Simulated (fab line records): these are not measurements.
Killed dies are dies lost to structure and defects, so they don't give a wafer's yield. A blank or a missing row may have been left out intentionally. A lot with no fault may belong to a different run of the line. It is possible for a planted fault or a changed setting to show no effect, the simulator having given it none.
The tool behind it: which one? | flow sky130 | 6 lots (18 wafers sampled), 1 step of a 708-step route

## WHAT EACH GAUGE READ, for each wafer
SKY_CAPM_THK_MEAS_01.
lot  | measured     | on            | CAPM_CVD_00_THK (nm)
L274 | day 37 00:44 | film_metro-03 | 15.13 15.53 15.56
L275 | day 37 23:42 | film_metro-04 | 15.43 15.23 15.74
L284 | day 40 01:14 | film_metro-04 | 15.22 15.18 15.73
L288 | day 41 02:07 | film_metro-01 | 15.26 15.22 15.59
L292 | day 42 05:35 | film_metro-01 | 15.46 15.67 15.71
L294 | day 42 17:59 | film_metro-04 | 15.02 15.67 15.77

## EACH LOT AND THE TOOL THAT RAN IT (in order: tool; ch and the chambers of the sampled wafers; start)
The record holds no process step before these readings.

## THE ANSWER, worked out from the rows above alone
Rule: usual is defined by the lots themselves. The widest of any qualifying gaps counts: lots, ordered by their means at a reading, are off when they make up no more than a third of the lots, leave a main group of 4 or more, and stand apart from it by 3 or more times the standard deviation of that group's means. If all means in a main group match to the digits the tables above print for the reading, that group is not used. Also off: a lot with no number at a reading for which 4 or more lots have one. The other lots that the step has rows for count as sound.
No lot is off on any of the readings shown, so nothing can be concluded from this.

## WHAT THE SIMULATOR HAD INSERTED
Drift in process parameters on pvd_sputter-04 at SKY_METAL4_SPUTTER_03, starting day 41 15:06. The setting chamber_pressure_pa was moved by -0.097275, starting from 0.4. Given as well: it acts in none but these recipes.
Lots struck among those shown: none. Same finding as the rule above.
